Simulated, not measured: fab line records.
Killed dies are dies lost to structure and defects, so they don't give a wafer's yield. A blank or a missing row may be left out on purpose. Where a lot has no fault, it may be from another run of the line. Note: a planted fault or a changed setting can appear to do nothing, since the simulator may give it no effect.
Which tool is to blame? / flow sky130 / Sampling: 11 lots, 33 wafers, 5 of 708 route steps

WHAT THE GAUGES SHOWED, per wafer
SKY_POLY_CUT_OVL_MEAS_09. Usual: POLY_CUT_OVL gives -9 nm (standard deviation 7.5).
lot=L472; measured=day 24 03:14; on=overlay-01; POLY_CUT_OVL (nm)=-15 -13 -9; flag=
lot=L473; measured=day 24 14:56; on=overlay-02; POLY_CUT_OVL (nm)=-3 1 1; flag=
lot=L474; measured=day 25 03:31; on=overlay-02; POLY_CUT_OVL (nm)=-10 -11 -8; flag=
lot=L479; measured=day 27 00:19; on=overlay-02; POLY_CUT_OVL (nm)=-2 -6 -2; flag=
lot=L480; measured=day 27 21:50; on=overlay-01; POLY_CUT_OVL (nm)=0 0 2; flag=
lot=L481; measured=day 29 01:03; on=overlay-01; POLY_CUT_OVL (nm)=-12 -6 -7; flag=
lot=L485; measured=day 29 05:42; on=overlay-02; POLY_CUT_OVL (nm)=-15 -19 -24; flag=
lot=L486; measured=day 29 09:32; on=overlay-01; POLY_CUT_OVL (nm)=-3 6 -10; flag=
lot=L488; measured=day 30 02:35; on=overlay-01; POLY_CUT_OVL (nm)=-13 -15 -20; flag=
lot=L490; measured=day 30 09:35; on=overlay-01; POLY_CUT_OVL (nm)=1 -3 3; flag=
lot=L489; measured=day 30 11:38; on=overlay-01; POLY_CUT_OVL (nm)=-19 -16 -21; flag=

SKY_LI_CONTACT_THK_MEAS_01. Usual: LI_CONTACT_HDPCVD_THK gives 930 nm (standard deviation 11).
lot=L472; measured=day 27 20:56; on=film metro-04; LI_CONTACT_HDPCVD_THK (nm)=938 938 918; flag=
lot=L473; measured=day 28 08:03; on=film metro-01; LI_CONTACT_HDPCVD_THK (nm)=935 924 922; flag=
lot=L474; measured=day 28 18:06; on=film metro-02; LI_CONTACT_HDPCVD_THK (nm)=931 924 918; flag=
lot=L479; measured=day 30 14:49; on=film metro-02; LI_CONTACT_HDPCVD_THK (nm)=921 927 917; flag=
lot=L480; measured=day 31 12:10; on=film metro-02; LI_CONTACT_HDPCVD_THK (nm)=919 926 931; flag=
lot=L481; measured=day 32 13:53; on=film metro-01; LI_CONTACT_HDPCVD_THK (nm)=951 949 944; flag=
lot=L485; measured=day 32 17:50; on=film metro-01; LI_CONTACT_HDPCVD_THK (nm)=941 944 947; flag=
lot=L486; measured=day 32 21:33; on=film metro-02; LI_CONTACT_HDPCVD_THK (nm)=934 928 938; flag=
lot=L488; measured=day 33 14:13; on=film metro-01; LI_CONTACT_HDPCVD_THK (nm)=933 942 950; flag=
lot=L490; measured=day 33 21:25; on=film metro-04; LI_CONTACT_HDPCVD_THK (nm)=923 1126 936; flag=OFF
lot=L489; measured=day 33 22:56; on=film metro-01; LI_CONTACT_HDPCVD_THK (nm)=927 937 922; flag=

EACH LOT AND THE TOOL THAT RAN IT (in order: tool; ch and the chambers of the sampled wafers; start)
lot=L472; SKY_POLY_CUT_ETCH_11=rie diel-03 ch 0,2, day 24 03:19; SKY_POLY_CUT_STRIP_12=plasma asher-03 ch 1, day 24 03:22; SKY_LI_CONTACT_HDPCVD_00=hdpcvd-02 ch 0,1,2, day 27 20:49
lot=L473; SKY_POLY_CUT_ETCH_11=rie diel-04 ch 0,3, day 24 15:01; SKY_POLY_CUT_STRIP_12=plasma asher-04 ch 0,1, day 24 15:03; SKY_LI_CONTACT_HDPCVD_00=hdpcvd-02 ch 0,2, day 28 07:57
lot=L474; SKY_POLY_CUT_ETCH_11=rie diel-01 ch 0,1,3, day 25 03:35; SKY_POLY_CUT_STRIP_12=plasma asher-04 ch 0,1, day 25 03:40; SKY_LI_CONTACT_HDPCVD_00=hdpcvd-01 ch 0,2, day 28 17:58
lot=L479; SKY_POLY_CUT_ETCH_11=rie diel-03 ch 0,1, day 27 00:23; SKY_POLY_CUT_STRIP_12=plasma asher-01 ch 0,1, day 27 00:28; SKY_LI_CONTACT_HDPCVD_00=hdpcvd-01 ch 0,1,2, day 30 14:42
lot=L480; SKY_POLY_CUT_ETCH_11=rie diel-01 ch 0,2, day 27 21:55; SKY_POLY_CUT_STRIP_12=plasma asher-01 ch 0,1, day 27 21:58; SKY_LI_CONTACT_HDPCVD_00=hdpcvd-01 ch 1,2, day 31 12:04
lot=L481; SKY_POLY_CUT_ETCH_11=rie diel-03 ch 0,2,3, day 29 01:08; SKY_POLY_CUT_STRIP_12=plasma asher-04 ch 0,1, day 29 01:10; SKY_LI_CONTACT_HDPCVD_00=hdpcvd-01 ch 0,1,2, day 32 13:47
lot=L485; SKY_POLY_CUT_ETCH_11=rie diel-03 ch 1,2,3, day 29 05:47; SKY_POLY_CUT_STRIP_12=plasma asher-04 ch 0,1, day 29 05:49; SKY_LI_CONTACT_HDPCVD_00=hdpcvd-02 ch 0,1,2, day 32 17:44
lot=L486; SKY_POLY_CUT_ETCH_11=rie diel-01 ch 2,3, day 29 09:37; SKY_POLY_CUT_STRIP_12=plasma asher-04 ch 0,1, day 29 09:41; SKY_LI_CONTACT_HDPCVD_00=hdpcvd-01 ch 1,2, day 32 21:26
lot=L488; SKY_POLY_CUT_ETCH_11=rie diel-04 ch 0,1,3, day 30 02:40; SKY_POLY_CUT_STRIP_12=plasma asher-04 ch 0,1, day 30 02:42; SKY_LI_CONTACT_HDPCVD_00=hdpcvd-01 ch 0,1, day 33 14:07
lot=L490; SKY_POLY_CUT_ETCH_11=rie diel-01 ch 0,1, day 30 09:40; SKY_POLY_CUT_STRIP_12=plasma asher-03 ch 0,1, day 30 09:43; SKY_LI_CONTACT_HDPCVD_00=hdpcvd-01 ch 0,1,2, day 33 21:18
lot=L489; SKY_POLY_CUT_ETCH_11=rie diel-04 ch 0,1, day 30 11:43; SKY_POLY_CUT_STRIP_12=plasma asher-03 ch 0,1, day 30 11:45; SKY_LI_CONTACT_HDPCVD_00=hdpcvd-02 ch 1,2, day 33 22:49
- SKY_POLY_CUT_ETCH_11: etches Si3N4 in CF4/CH2F2/Ar, stops on poly-Si, time 42.5 s, target depth 60 nm.
- SKY_POLY_CUT_STRIP_12: strips in O2/N2.
- SKY_LI_CONTACT_HDPCVD_00: deposits PSG, target thk 930 nm, time 155 s.

AS READ BY THE TOOLS THEMSELVES (means over the sampled wafers that have a number; for cases with no such wafer, the mark the record gives instead)
SKY_POLY_CUT_ETCH_11. Usual: drypump motor current A 5.79 A, standard deviation 0.26; oes product au 0.828 a.u., standard deviation 0.0065; throttle valve pct 14.996 %, standard deviation 0.0086.
lot=L472; tool=rie diel-03; drypump motor current A (A)=5.81; oes product au (a.u.)=0.836; throttle valve pct (%)=14.983; flag=
lot=L473; tool=rie diel-04; drypump motor current A (A)=5.78; oes product au (a.u.)=0.830; throttle valve pct (%)=14.999; flag=
lot=L474; tool=rie diel-01; drypump motor current A (A)=5.84; oes product au (a.u.)=0.829; throttle valve pct (%)=15.001; flag=
lot=L479; tool=rie diel-03; drypump motor current A (A)=5.72; oes product au (a.u.)=0.824; throttle valve pct (%)=15.002; flag=
lot=L480; tool=rie diel-01; drypump motor current A (A)=5.83; oes product au (a.u.)=0.837; throttle valve pct (%)=14.998; flag=
lot=L481; tool=rie diel-03; drypump motor current A (A)=5.96; oes product au (a.u.)=0.827; throttle valve pct (%)=15.004; flag=
lot=L485; tool=rie diel-03; drypump motor current A (A)=5.83; oes product au (a.u.)=0.827; throttle valve pct (%)=15.001; flag=
lot=L486; tool=rie diel-01; drypump motor current A (A)=5.88; oes product au (a.u.)=0.823; throttle valve pct (%)=14.990; flag=
lot=L488; tool=rie diel-04; drypump motor current A (A)=5.75; oes product au (a.u.)=0.818; throttle valve pct (%)=14.998; flag=
lot=L490; tool=rie diel-01; drypump motor current A (A)=5.90; oes product au (a.u.)=0.835; throttle valve pct (%)=14.992; flag=
lot=L489; tool=rie diel-04; drypump motor current A (A)=5.56; oes product au (a.u.)=0.831; throttle valve pct (%)=14.992; flag=

SKY_POLY_CUT_STRIP_12. Usual: drypump motor current A 5.9 A, standard deviation 0.36; oes product au 0.452 a.u., standard deviation 0.0043; strip time to endpoint s 5.353 s, standard deviation 0.016.
lot=L472; tool=plasma asher-03; drypump motor current A (A)=6.1; oes product au (a.u.)=0.448; strip time to endpoint s (s)=5.338; flag=
lot=L473; tool=plasma asher-04; drypump motor current A (A)=6.1; oes product au (a.u.)=0.448; strip time to endpoint s (s)=5.334; flag=
lot=L474; tool=plasma asher-04; drypump motor current A (A)=6.1; oes product au (a.u.)=0.457; strip time to endpoint s (s)=5.371; flag=
lot=L479; tool=plasma asher-01; drypump motor current A (A)=5.8; oes product au (a.u.)=0.454; strip time to endpoint s (s)=5.367; flag=
lot=L480; tool=plasma asher-01; drypump motor current A (A)=5.8; oes product au (a.u.)=0.452; strip time to endpoint s (s)=5.371; flag=
lot=L481; tool=plasma asher-04; drypump motor current A (A)=6.1; oes product au (a.u.)=0.455; strip time to endpoint s (s)=5.354; flag=
lot=L485; tool=plasma asher-04; drypump motor current A (A)=6.0; oes product au (a.u.)=0.451; strip time to endpoint s (s)=5.357; flag=
lot=L486; tool=plasma asher-04; drypump motor current A (A)=6.0; oes product au (a.u.)=0.454; strip time to endpoint s (s)=5.335; flag=
lot=L488; tool=plasma asher-04; drypump motor current A (A)=6.1; oes product au (a.u.)=0.457; strip time to endpoint s (s)=5.361; flag=
lot=L490; tool=plasma asher-03; drypump motor current A (A)=5.6; oes product au (a.u.)=0.450; strip time to endpoint s (s)=5.349; flag=
lot=L489; tool=plasma asher-03; drypump motor current A (A)=5.9; oes product au (a.u.)=0.453; strip time to endpoint s (s)=5.352; flag=

SKY_LI_CONTACT_HDPCVD_00. Usual: run length s 182.3 s, standard deviation 0.57; sih4 flow sccm 60.00 sccm, standard deviation 0.17.
lot=L472; tool=hdpcvd-02; run length s (s)=182.5; sih4 flow sccm (sccm)=60.04; flag=
lot=L473; tool=hdpcvd-02; run length s (s)=182.4; sih4 flow sccm (sccm)=59.85; flag=
lot=L474; tool=hdpcvd-01; run length s (s)=182.1; sih4 flow sccm (sccm)=59.98; flag=
lot=L479; tool=hdpcvd-01; run length s (s)=182.0; sih4 flow sccm (sccm)=59.94; flag=
lot=L480; tool=hdpcvd-01; run length s (s)=182.4; sih4 flow sccm (sccm)=60.16; flag=
lot=L481; tool=hdpcvd-01; run length s (s)=182.1; sih4 flow sccm (sccm)=59.88; flag=
lot=L485; tool=hdpcvd-02; run length s (s)=182.3; sih4 flow sccm (sccm)=60.05; flag=
lot=L486; tool=hdpcvd-01; run length s (s)=182.0; sih4 flow sccm (sccm)=60.05; flag=
lot=L488; tool=hdpcvd-01; run length s (s)=181.9; sih4 flow sccm (sccm)=59.91; flag=
lot=L490; tool=hdpcvd-01; run length s (s)=193.4; sih4 flow sccm (sccm)=59.99; flag=OFF
lot=L489; tool=hdpcvd-02; run length s (s)=182.1; sih4 flow sccm (sccm)=60.05; flag=

THE ANSWER, worked out from the rows above alone
Rule: a lot is off if the mean of its wafers that have a number lies more than 3 standard deviations from the usual mean. A lot without any number at a reading at which 4 lots or more have one is off too. Any other lot the step has rows for is counted as sound. First the gauges in route order, then the tools' own readings, where a lot's mean is used as printed above. At the first step where some lot is off, the reading lying furthest off is the one used; lots without a number count as furthest.
Off: L490, seen at SKY_LI_CONTACT_THK_MEAS_01 (LI_CONTACT_HDPCVD_THK).
A tool fits if, at a process step before that reading, it ran every lot that is off, and no sound lot after the first of them. The gauges at SKY_LI_CONTACT_THK_MEAS_01 aren't tried: what is off there is off at SKY_LI_CONTACT_HDPCVD_00 too, on other tools, and a gauge's error can't cause that. 2 tools fit, rie diel-01 at SKY_POLY_CUT_ETCH_11 and hdpcvd-01 at SKY_LI_CONTACT_HDPCVD_00, so this cannot tell which one it is.

WHAT THE SIMULATOR HAD INSERTED
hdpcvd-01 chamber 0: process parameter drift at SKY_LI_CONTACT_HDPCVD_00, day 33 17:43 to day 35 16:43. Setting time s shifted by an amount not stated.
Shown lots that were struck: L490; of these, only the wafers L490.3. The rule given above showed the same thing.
